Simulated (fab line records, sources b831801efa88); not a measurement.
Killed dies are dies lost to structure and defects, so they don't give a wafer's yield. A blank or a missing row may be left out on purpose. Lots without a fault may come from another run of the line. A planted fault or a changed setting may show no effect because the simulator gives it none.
Problem report in the 8D (eight disciplines) form, filled by code | flow sky130 | the parts of the form that need people (team, actions taken, sign-off) are left out

1. THE PROBLEM
METAL5_ALCU_RS at SKY_METAL5_RS_MEAS_05 reads a mean of 0.03155 ohm/sq on 2 wafers of 2 lots; wafers without a fault read 0.02705 ohm/sq with a standard deviation of 0.00025. That is +18 standard deviations from the usual mean.
The step: measures by four-point-probe.
First seen on wafer L421.1, day 44 10:53, on film_metro-02. The record holds 27 wafers of 9 lots with a number at this step. Rule for "out", or "out of limits": more than 4 standard deviations from the usual mean. The other wafers with a number count as sound.

2. WHAT IT IS AND WHAT IT IS NOT
question                    | is                | is not
which readings at this step | METAL5_ALCU_RS    | -
which lots                  | L421, L422        | L418, L420, L431, L433, L434, L436, L438
which wafers of those lots  | L421.1, L422.6    | L421.3, L421.6, L422.3, L422.4
read on which gauges        | film_metro-02     | film_metro-01, film_metro-04
when                        | from day 44 10:53 | up to then (8 sound wafers); but 17 sound wafers of L422, L431, L433, L434, L436, L438 came after

3. SUSPECTS, AND WHAT RULES EACH OUT
Counting: a tool at a process step up to the reading stays a suspect if it ran every lot that is out. Sound lots after the first of them don't rule it out here, since some wafers of a struck lot are sound.
- the gauge at SKY_METAL5_RS_MEAS_05: ruled out. All the wafers that are out were read on film_metro-02, but those of them that SKY_METAL5_SPUTTER_02 has rows for are out there too, on other tools.
- plasma_asher-02 at SKY_CAP2M_STRIP_14 (strips in O2/N2): kept. It ran every lot that is out, first L421 (day 42 10:23).
- cmp-02 at SKY_VIA4_CMP_21 (polishes, stops on SiO2, t overpolish 25 s, target thk 0 nm): kept. It ran every lot that is out, first L421 (day 44 10:25); its last sound lot up to then is L420 (day 44 04:30).
- pvd_sputter-04 at SKY_METAL5_SPUTTER_02 (material AlCu, target thk 1150 nm, time 61.2 s): kept. It ran every lot that is out, first L421 (day 44 10:46); its last sound lot up to then is L420 (day 44 04:45). Its own readings are out on those wafers: cathode_dc_power_W.
Left after counting: plasma_asher-02 at SKY_CAP2M_STRIP_14, cmp-02 at SKY_VIA4_CMP_21, pvd_sputter-04 at SKY_METAL5_SPUTTER_02.

4. THE CAUSE (what the simulator had put in)
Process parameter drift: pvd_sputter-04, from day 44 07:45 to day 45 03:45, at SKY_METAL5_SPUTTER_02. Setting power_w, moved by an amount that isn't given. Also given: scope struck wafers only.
Counting left 3 suspects, and this tool is among them.

5. THE CHAIN OF EFFECTS, in route order
Each row: a reading whose mean over the struck wafers that have a number lies more than 3 standard deviations from the usual. Only readings for which the record gives a usual standard deviation are gone through. hours: the time from each lot's start at the first step in this table that gives one to its start at this step, as a median over the lots. sigmas: the change in usual standard deviations.
hours | step                     | reading            | usual          | on struck wafers | change   | sigmas
0     | SKY_METAL5_SPUTTER_02    | cathode_dc_power_W | 10600 W        | 9021             | -1579    | -99 or more
0     | SKY_METAL5_RS_MEAS_05    | METAL5_ALCU_RS     | 0.02705 ohm/sq | 0.03155          | +0.00450 | +18
0     | SKY_METAL5_THK_MEAS_06   | METAL5_ALCU_THK    | 1148 nm        | 974              | -174     | -11
21    | SKY_METAL5_METAL_ETCH_15 | oes_product_au     | 0.894 a.u.     | 0.832            | -0.062   | -12
The process steps in it:
- SKY_METAL5_SPUTTER_02: material AlCu, target thk 1150 nm, time 61.2 s.
- SKY_METAL5_METAL_ETCH_15: etches the open film in Cl2/BCl3, stops on SiO2, target depth 1260 nm, time 252 s.

6. WHAT WOULD HAVE CAUGHT IT SOONER
In this record the first reading out of limits at a measuring or inspecting step was taken at day 44 10:53, 3 hours after the fault began at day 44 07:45.
The tool's own readings at SKY_METAL5_SPUTTER_02 were out on every struck wafer that the step has a row for (cathode_dc_power_W): an alarm limit on them would have fired on the first of those.
Of the lots that are out (2), L422 began SKY_METAL5_SPUTTER_02 on pvd_sputter-04 after day 44 10:53. A hold on the tool at that time would have spared it.
